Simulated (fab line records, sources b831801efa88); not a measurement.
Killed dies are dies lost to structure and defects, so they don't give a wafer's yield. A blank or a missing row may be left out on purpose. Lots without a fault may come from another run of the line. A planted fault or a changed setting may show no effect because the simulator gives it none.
fab line records | flow sky130
record lots=14 wafers=42 last_day=50
route steps=708 shown FIELD_ISO@26 PWDE@52 NWELL@80 PAD_OPEN@708
lots that met no fault: from a run of the same line without faults
start_h: hours from the record's first day to the start of the lot's first wafer shown | wait_h: hours since the lot's step before | " the same as in the row above | L1.1+2: a row that stands for several wafers | - no value, or no start given | * or withheld: withheld | < > ~ a bound
route shown NAME@n: a module of which the file shows steps, and the number in the route of the first | usual: mean/standard deviation of fault-free wafers | same: alike in all rows | chamber/n: place in a boat | sites: the reading at each site | _std_site: their standard deviation | _edge_site: outer sites' mean less inner sites' | radius_mm: how far each site lies from the wafer's centre | mask NAME#n: copy n | behind: the tool/chamber that last shaped the wafer | hold: why the lot was held/for how many hours/how that ended | device: the transistor (n, p or np) that didn't switch | end of line: the same wafers' tests at the end of the route | a step without rows: its recipe alone | killed: dies lost to structure and defects at the first sort, not the wafer's yield | map: a wafer's dies, x killed, . not, _ none there
set.NAME: the setting as run; set.NAME@STEP: as run at that earlier step | model.NAME: the simulator's own value behind a step, which no gauge read
steps of the route over a sample of lots; a table a step, a row a wafer
services: from which hour (start_h, from the record's first day; less than 0 if before it) a tool's chamber was out of use, for how many hours, and why
## steps
# step SKY_FIELD_ISO_THK_MEAS_25
# recipe reads=SiO2_of_FIELD_ISO_CVD_24
# usual FIELD_ISO_CVD_24_THK=594/6.6
# columns lot.wafer tool chamber start_h wait_h FIELD_ISO_CVD_24_THK[nm]
L378.1 film_metro-03 - 33.77 0.0 600
L378.2 " - " " 589
L378.5 " - " " 596
L379.2 film_metro-03 - 39.43 0.0 592
L379.3 " - " " 594
L379.5 " - " " 587
L380.2 film_metro-02 - 45.21 0.0 594
L380.4 " - " " 594
L380.6 " - " " 594
L381.1 film_metro-03 - 50.54 0.0 593
L381.2 " - " " 585
L381.3 " - " " 592
L382.2 film_metro-02 - 53.82 0.0 591
L382.4 " - " " 594
L382.6 " - " " 599
L383.2 film_metro-03 - 57.04 0.0 594
L383.4 " - " " 597
L383.5 " - " " 595
L384.2 film_metro-03 - 62.08 0.0 600
L384.3 " - " " 594
L384.4 " - " " 597
L389.1 film_metro-02 - 89.69 0.0 587
L389.4 " - " " 595
L389.5 " - " " 590
L390.2 film_metro-03 - 93.89 0.0 599
L390.5 " - " " 606
L390.6 " - " " 596
L391.3 film_metro-03 - 99.39 0.1 608
L391.5 " - " " 602
L391.6 " - " " 596
L395.1 film_metro-03 - 121.00 0.0 594
L395.2 " - " " 594
L395.3 " - " " 592
L397.2 film_metro-03 - 130.87 0.0 591
L397.3 " - " " 595
L397.4 " - " " 599
L399.1 film_metro-02 - 148.72 0.0 588
L399.2 " - " " 593
L399.4 " - " " 581
L401.1 film_metro-02 - 151.58 0.0 594
L401.4 " - " " 585
L401.6 " - " " 579
# step SKY_PWDE_OVL_MEAS_07
# usual PWDE_OVL=0.8/1.7
# columns lot.wafer tool chamber start_h wait_h PWDE_OVL[nm]
L378.1 overlay-01 - 68.58 - 0.7
L378.2 " - " " 1.2
L378.5 " - " " 3.7
L379.2 overlay-01 - 76.29 - 0.6
L379.3 " - " " -0.5
L379.5 " - " " 0.4
L380.2 overlay-02 - 83.54 - -2.6
L380.4 " - " " -2.4
L380.6 " - " " -1.3
L381.1 overlay-02 - 88.37 - -0.7
L381.2 " - " " -0.6
L381.3 " - " " -2.1
L382.2 overlay-01 - 90.82 - 0.7
L382.4 " - " " -0.9
L382.6 " - " " 0.0
L383.2 overlay-01 - 94.44 - -0.7
L383.4 " - " " -0.6
L383.5 " - " " -2.5
L384.2 overlay-01 - 101.09 - 2.8
L384.3 " - " " 1.0
L384.4 " - " " 2.4
L389.1 overlay-02 - 131.28 - -0.7
L389.4 " - " " 0.6
L389.5 " - " " -1.3
L390.2 overlay-02 - 137.72 - 0.3
L390.5 " - " " -0.6
L390.6 " - " " 0.4
L391.3 overlay-01 - 141.20 - -0.7
L391.5 " - " " 0.1
L391.6 " - " " 0.2
L395.1 overlay-02 - 165.28 - 1.9
L395.2 " - " " 0.9
L395.3 " - " " 1.3
L397.2 overlay-02 - 174.49 - -0.1
L397.3 " - " " -0.7
L397.4 " - " " 1.9
L399.1 overlay-02 - 192.28 - -0.6
L399.2 " - " " -1.2
L399.4 " - " " -0.8
L401.1 overlay-01 - 201.28 - 4.8
L401.4 " - " " 2.3
L401.6 " - " " 4.5
# step SKY_NWELL_CLEAN_27
# recipe chemistry=SC1/SC2 mix=1:4:20 temp_c=70 time_s=150 dry=n2_spin
# usual bath_guard_temp_C=70.1/0.64 run_length_s=180/3.6
# columns lot.wafer tool chamber start_h wait_h bath_guard_temp_C run_length_s
L378.1 wet_bench-03 2 103.61 0.1 70.0 184
L378.2 " 2 " " 70.0 184
L378.5 " 2 " " 70.1 184
L379.2 wet_bench-04 0 111.69 0.0 69.3 183
L379.3 " 0 " " 69.5 183
L379.5 " 0 " " 69.3 183
L380.2 wet_bench-04 0 119.49 0.0 69.2 177
L380.4 " 0 " " 69.4 177
L380.6 " 0 " " 69.7 177
L381.1 wet_bench-04 2 124.46 0.1 69.6 181
L381.2 " 2 " " 69.7 181
L381.3 " 2 " " 69.5 181
L382.2 wet_bench-04 2 127.04 0.0 69.3 180
L382.4 " 2 " " 69.1 180
L382.6 " 2 " " 69.4 180
L383.2 wet_bench-04 2 130.16 0.0 69.2 182
L383.4 " 2 " " 69.4 182
L383.5 " 2 " " 69.5 182
L384.2 wet_bench-04 0 138.78 0.0 69.1 184
L384.3 " 0 " " 69.8 184
L384.4 " 0 " " 69.2 184
L389.1 wet_bench-04 1 172.53 0.1 70.9 116
L389.4 " 1 " " 70.7 116
L389.5 " 1 " " 71.0 116
L390.2 wet_bench-04 1 177.59 0.0 70.3 116
L390.5 " 1 " " 70.5 116
L390.6 " 1 " " 70.4 116
L391.3 wet_bench-04 3 180.83 0.0 71.0 113
L391.5 " 3 " " 70.9 113
L391.6 " 3 " " 70.8 113
L395.1 wet_bench-03 2 205.24 0.1 70.3 176
L395.2 " 2 " " 70.2 176
L395.3 " 2 " " 70.1 176
L397.2 wet_bench-02 3 214.44 0.0 70.6 181
L397.3 " 3 " " 70.6 181
L397.4 " 3 " " 70.7 181
L399.1 wet_bench-02 2 236.14 0.1 70.0 182
L399.2 " 2 " " 70.2 182
L399.4 " 2 " " 69.9 182
L401.1 wet_bench-04 1 246.99 0.1 70.8 178
L401.4 " 1 " " 70.6 178
L401.6 " 1 " " 70.3 178
# step SKY_NWELL_RTA_28
# recipe temp_c=1050 time_s=30 idle_temp_c=650 ramp_up_c_per_s=150 ramp_down_c_per_s=90 ambient=N2
# usual lamp_power_pct=25.31/0.05 ramp_down_c_per_s=90.000/0.017 wafer_temp_C_max=1054.8/0.95
# same time_s=30
# columns lot.wafer tool chamber start_h wait_h lamp_power_pct ramp_down_c_per_s wafer_temp_C_max
L378.1 rtp_anneal-01 0 103.67 0.0 25.30 89.994 1054.7
L378.2 " 0 " " 25.31 90.020 1053.8
L378.5 " 0 " " 25.17 89.979 1054.4
L379.2 rtp_anneal-02 0 111.76 0.0 25.32 90.038 1053.6
L379.3 " 0 " " 25.31 90.022 1054.9
L379.5 " 0 " " 25.27 90.008 1054.4
L380.2 rtp_anneal-02 0 119.56 0.0 25.27 90.023 1054.0
L380.4 " 0 " " 25.34 90.017 1054.8
L380.6 " 0 " " 25.40 89.999 1054.5
L381.1 rtp_anneal-02 0 124.52 0.0 25.27 89.980 1055.6
L381.2 " 0 " " 25.36 90.027 1054.5
L381.3 " 0 " " 25.30 89.991 1053.7
L382.2 rtp_anneal-01 0 127.11 0.0 25.25 90.003 1054.2
L382.4 " 0 " " 25.29 90.007 1054.6
L382.6 " 0 " " 25.34 89.996 1055.8
L383.2 rtp_anneal-02 0 130.23 0.0 25.32 90.012 1057.4
L383.4 " 0 " " 25.38 90.027 1053.3
L383.5 " 0 " " 25.30 90.011 1054.1
L384.2 rtp_anneal-01 0 138.85 0.0 25.22 90.005 1054.6
L384.3 " 0 " " 25.33 90.007 1056.5
L384.4 " 0 " " 25.35 90.010 1054.4
L389.1 rtp_anneal-01 0 172.58 0.0 25.30 90.007 1055.8
L389.4 " 0 " " 25.35 89.988 1053.5
L389.5 " 0 " " 25.32 90.004 1054.6
L390.2 rtp_anneal-02 0 177.66 0.0 25.30 90.001 1055.1
L390.5 " 0 " " 25.27 90.003 1053.3
L390.6 " 0 " " 25.34 90.001 1054.6
L391.3 rtp_anneal-01 0 180.95 0.1 25.24 89.992 1053.5
L391.5 " 0 " " 25.29 89.989 1053.8
L391.6 " 0 " " 25.37 89.973 1054.3
L395.1 rtp_anneal-01 0 205.29 0.0 25.26 90.006 1055.1
L395.2 " 0 " " 25.25 89.966 1054.2
L395.3 " 0 " " 25.37 89.974 1054.4
L397.2 rtp_anneal-02 0 214.51 0.0 25.29 89.992 1056.2
L397.3 " 0 " " 25.30 89.988 1053.8
L397.4 " 0 " " 25.22 90.018 1054.3
L399.1 rtp_anneal-02 0 236.19 0.0 25.35 89.997 1054.2
L399.2 " 0 " " 25.30 90.000 1054.4
L399.4 " 0 " " 25.36 89.982 1053.6
L401.1 rtp_anneal-01 0 247.04 0.0 25.35 90.020 1054.5
L401.4 " 0 " " 25.30 90.009 1054.7
L401.6 " 0 " " 25.35 89.997 1055.1
# step SKY_PAD_OPEN_PROBE_99
# usual killed_at_M0_to_M3=44/7.2 killed_at_M4_up=3.0/1.9 killed_at_contacts=25/4.8 killed_at_front_end=16/4.2 killed_at_other=0.2/0.44 killed_dies=88/9.3 killed_open=48/7.1 killed_short=40/6.5
# same gross_dies=492 killed_at_back_side=0
# columns lot.wafer tool chamber start_h wait_h killed_at_M0_to_M3 killed_at_M4_up killed_at_contacts killed_at_front_end killed_at_other killed_dies killed_open killed_short
L380.2 prober-02 - 1083.55 0.1 56 4 20 18 1 99 56 43
L380.4 prober-02 - 1083.65 0.2 40 6 26 18 0 90 58 32
L380.6 prober-02 - 1083.75 0.2 34 4 27 16 0 81 45 36
L383.2 prober-02 - 1098.46 0.1 62 5 20 13 0 100 57 43
L383.4 prober-02 - 1098.56 0.2 39 5 26 15 0 85 46 39
L383.5 prober-02 - 1098.61 0.2 46 0 25 15 0 86 52 34
L391.3 prober-01 - 1144.08 0.2 41 2 25 19 0 87 40 47
L391.5 prober-01 - 1144.18 0.2 43 2 20 11 0 76 43 33
L391.6 prober-01 - 1144.23 0.2 38 5 26 18 1 88 45 43
L395.1 prober-01 - 1168.52 0.1 37 5 19 18 0 79 33 46
L395.2 prober-01 - 1168.57 0.1 31 3 27 24 0 85 51 34
L395.3 prober-01 - 1168.62 0.2 45 5 17 20 0 87 51 36
L397.2 prober-01 - 1173.14 0.1 54 6 18 20 1 99 58 41
L397.3 prober-01 - 1173.19 0.2 34 1 27 22 0 84 39 45
L397.4 prober-01 - 1173.24 0.2 45 3 27 22 0 97 52 45
L401.1 prober-01 - 1196.50 0.1 52 0 20 17 0 89 43 46
L401.4 prober-01 - 1196.65 0.2 50 8 19 10 0 87 46 41
L401.6 prober-01 - 1196.75 0.2 39 1 18 16 0 74 45 29
# killed by level:class
L380.2 VIA1:geometric_particle:open=12 CONTACT:geometric_particle:open=10 VIA1:geometric_particle:short=9 METAL1:geometric_particle:short=9 FIELD_ISO:geometric_particle:open=7 VIA3:geometric_particle:open=7 VIA2:geometric_particle:open=6 FIELD_ISO:geometric_particle:short=5
L380.4 VIA1:geometric_particle:open=12 CONTACT:geometric_particle:open=10 LI_CONTACT:geometric_particle:open=6 VIA3:geometric_particle:open=6 CONTACT:geometric_particle:short=5 METAL1:geometric_particle:short=5 POLY_GATE:geometric_particle:open=4 SPACER:geometric_particle:open=4
L380.6 CONTACT:geometric_particle:open=12 CONTACT:geometric_particle:short=7 METAL1:geometric_particle:short=6 VIA3:geometric_particle:open=6 LI_CONTACT:geometric_particle:open=5 VIA1:geometric_particle:open=5 SPACER:geometric_particle:open=4 VIA3:geometric_particle:short=4
L383.2 VIA1:geometric_particle:open=18 LI_CONTACT:geometric_particle:open=8 METAL1:geometric_particle:short=7 VIA1:geometric_particle:short=7 VIA2:geometric_particle:open=7 METAL2:geometric_particle:short=6 CONTACT:geometric_particle:open=6 VIA3:geometric_particle:open=5
L383.4 VIA1:geometric_particle:open=14 LI_CONTACT:geometric_particle:short=6 LI_CONTACT:geometric_particle:open=6 CONTACT:geometric_particle:open=6 VIA2:geometric_particle:open=6 FIELD_ISO:geometric_particle:short=5 VIA3:geometric_particle:open=5 FIELD_ISO:geometric_particle:open=4
L383.5 CONTACT:geometric_particle:open=14 VIA3:geometric_particle:open=10 VIA1:geometric_particle:open=8 VIA1:geometric_particle:short=5 METAL2:geometric_particle:short=5 METAL1:geometric_particle:short=4 POLY_GATE:geometric_particle:short=3 LI_CONTACT:geometric_particle:open=3
L391.3 CONTACT:geometric_particle:open=12 FIELD_ISO:geometric_particle:short=8 VIA1:geometric_particle:open=8 METAL1:geometric_particle:short=6 VIA1:geometric_particle:short=5 LOCAL_INTERCONNECT:geometric_particle:short=5 POLY_GATE:geometric_particle:open=4 VIA3:geometric_particle:open=4
L391.5 CONTACT:geometric_particle:open=9 VIA2:geometric_particle:open=7 VIA3:geometric_particle:open=7 VIA1:geometric_particle:short=6 METAL2:geometric_particle:short=6 LI_CONTACT:geometric_particle:open=4 CONTACT:geometric_particle:short=4 VIA1:geometric_particle:open=4
L391.6 CONTACT:geometric_particle:open=8 LI_CONTACT:geometric_particle:open=8 VIA1:geometric_particle:open=8 LOCAL_INTERCONNECT:geometric_particle:short=7 FIELD_ISO:geometric_particle:short=6 METAL1:geometric_particle:short=6 VIA2:geometric_particle:open=5 VIA2:geometric_particle:short=4
L395.1 VIA1:geometric_particle:open=7 METAL2:geometric_particle:short=7 CONTACT:geometric_particle:short=5 POLY_GATE:geometric_particle:short=5 LOCAL_INTERCONNECT:geometric_particle:short=5 VIA3:geometric_particle:open=5 FIELD_ISO:geometric_particle:open=4 SPACER:geometric_particle:short=4
L395.2 VIA1:geometric_particle:open=10 LI_CONTACT:geometric_particle:open=8 CONTACT:geometric_particle:short=8 CONTACT:geometric_particle:open=8 FIELD_ISO:geometric_particle:short=7 POLY_GATE:geometric_particle:open=5 VIA3:geometric_particle:open=5 FIELD_ISO:geometric_particle:open=3
L395.3 VIA1:geometric_particle:open=8 LI_CONTACT:geometric_particle:open=7 VIA2:geometric_particle:open=7 CONTACT:geometric_particle:open=6 FIELD_ISO:geometric_particle:short=5 METAL3:geometric_particle:short=5 VIA3:geometric_particle:open=5 FIELD_ISO:geometric_particle:open=4
L397.2 VIA1:geometric_particle:open=12 VIA2:geometric_particle:open=11 CONTACT:geometric_particle:open=10 FIELD_ISO:geometric_particle:open=9 METAL2:geometric_particle:short=7 FIELD_ISO:geometric_particle:short=6 METAL1:geometric_particle:short=6 VIA3:geometric_particle:open=5
L397.3 CONTACT:geometric_particle:open=10 CONTACT:geometric_particle:short=7 POLY_GATE:geometric_particle:open=6 LI_CONTACT:geometric_particle:open=6 METAL2:geometric_particle:short=6 FIELD_ISO:geometric_particle:short=5 METAL1:geometric_particle:short=5 VIA1:geometric_particle:short=4
L397.4 VIA1:geometric_particle:open=11 FIELD_ISO:geometric_particle:open=10 CONTACT:geometric_particle:open=8 FIELD_ISO:geometric_particle:short=7 METAL2:geometric_particle:short=7 LI_CONTACT:geometric_particle:open=6 LOCAL_INTERCONNECT:geometric_particle:short=6 VIA1:geometric_particle:short=6
L401.1 VIA2:geometric_particle:open=10 METAL1:geometric_particle:short=8 METAL2:geometric_particle:short=8 FIELD_ISO:geometric_particle:open=7 CONTACT:geometric_particle:open=7 VIA2:geometric_particle:short=7 LI_CONTACT:geometric_particle:open=6 VIA1:geometric_particle:open=6
L401.4 LI_CONTACT:geometric_particle:open=12 VIA1:geometric_particle:open=9 METAL4:geometric_particle:short=8 METAL1:geometric_particle:short=8 METAL2:geometric_particle:short=7 VIA2:geometric_particle:open=7 VIA3:geometric_particle:open=7 FIELD_ISO:geometric_particle:short=3
L401.6 CONTACT:geometric_particle:open=8 FIELD_ISO:geometric_particle:short=7 LI_CONTACT:geometric_particle:open=7 VIA1:geometric_particle:open=7 VIA2:geometric_particle:open=7 FIELD_ISO:geometric_particle:open=5 METAL1:geometric_particle:short=5 VIA3:geometric_particle:open=5
## services
# columns tool chamber start_h hours kind
rtp_anneal-02 - 91.69 5.9 pm
wet_bench-04 - 197.72 4.4 pm
rtp_anneal-01 - 203.23 0.8 pm
wet_bench-02 - 204.65 7.7 repair
rtp_anneal-01 - 223.60 5.6 pm
## key
first_sign step=SKY_NWELL_CLEAN_27 reading=run_length_s direction=down sigmas=18 usual=* struck=*
effect none on later readings
met_at SKY_NWELL_CLEAN_27
struck_lots L389,L390,L391
tester_left_out L389,L390,L391
not_acting_at SKY_FIELD_ISO_THK_MEAS_25,SKY_PWDE_OVL_MEAS_07,SKY_NWELL_RTA_28
onset_between 138.78 172.53
fault kind=process_parameter_drift tool=wet_bench-04 chamber=- onset_h=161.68 steps=SKY_NWELL_CLEAN_27 channel=time_s offset=* shape=step end_h=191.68 acts_in=* stated=*
# tester_left_out: of these lots the tester's yield and bins aren't shown, on N5 and GAA mostly nor the transistor test; their killed dies are dies lost to structure and defects alone, not to doping, threshold or leakage, so they don't give the yield
